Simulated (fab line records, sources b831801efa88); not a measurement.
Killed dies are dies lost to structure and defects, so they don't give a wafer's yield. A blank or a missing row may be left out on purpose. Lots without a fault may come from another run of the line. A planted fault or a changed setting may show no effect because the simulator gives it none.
Chamber matching | flow sky130 | SKY_VIA4_ETCH_12 on rie_diel-01: 4 sister chambers
The step etches SiO2 in C4F8/O2/Ar, stops on TiN, target depth 580 nm. 16 wafers are shown with their chamber, then 8 later ones without.

WAFERS WITH THEIR CHAMBER
wafer  | chamber | oes_product_au (a.u.)
L076.1 | 2       | 0.932
L076.2 | 3       | 0.923
L076.6 | 0       | 0.926
L079.1 | 1       | 0.930
L079.2 | 2       | 0.929
L079.3 | 0       | 0.926
L079.4 | 3       | 0.928
L079.5 | 2       | 0.916
L079.6 | 1       | 0.930
L082.1 | 2       | 0.921
L082.2 | 1       | 0.925
L082.3 | 3       | 0.932
L086.2 | 0       | 0.922
L086.4 | 3       | 0.928
L086.5 | 1       | 0.929
L088.1 | 3       | 0.927

SIGNATURES (means of the wafers above)
reading        | chamber 0 | chamber 1 | chamber 2 | chamber 3 | scatter within a chamber
oes_product_au | 0.92467   | 0.92850   | 0.92450   | 0.92760   | 0.00438
Rule: a wafer's distance from a chamber is the root of the sum, over the readings, of the square of ((its reading less the chamber's mean) divided by the reading's scatter). The wafer belongs to the nearest chamber; if the next one is less than 2 further off, it can't be placed. The scatter: the root of (the sum of the squares of (reading less its chamber's mean) over the shown wafers, divided by (wafers less chambers)).

WAFERS WITHOUT THEIR CHAMBER
wafer  | oes_product_au (a.u.)
L088.2 | 0.930
L088.3 | 0.930
L088.4 | 0.921
L088.5 | 0.928
L088.6 | 0.928
L092.1 | 0.933
L092.4 | 0.935
L092.5 | 0.931

WHICH CHAMBER EACH WENT THROUGH
wafer  | from the rows above               | in truth
L088.2 | can't be placed: 1 or 3 or 0 or 2 | 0
L088.3 | can't be placed: 1 or 3 or 0 or 2 | 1
L088.4 | can't be placed: 2 or 0 or 3 or 1 | 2
L088.5 | can't be placed: 3 or 1 or 0 or 2 | 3
L088.6 | can't be placed: 3 or 1 or 0 or 2 | 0
L092.1 | can't be placed: 1 or 3 or 0 or 2 | 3
L092.4 | can't be placed: 1 or 3 or 0 or 2 | 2
L092.5 | can't be placed: 1 or 3 or 0 or 2 | 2
Placed correctly: 0 of 8. Can't be placed from these rows: 8 (the true chamber is among the candidates in 8). Placed wrongly: 0.
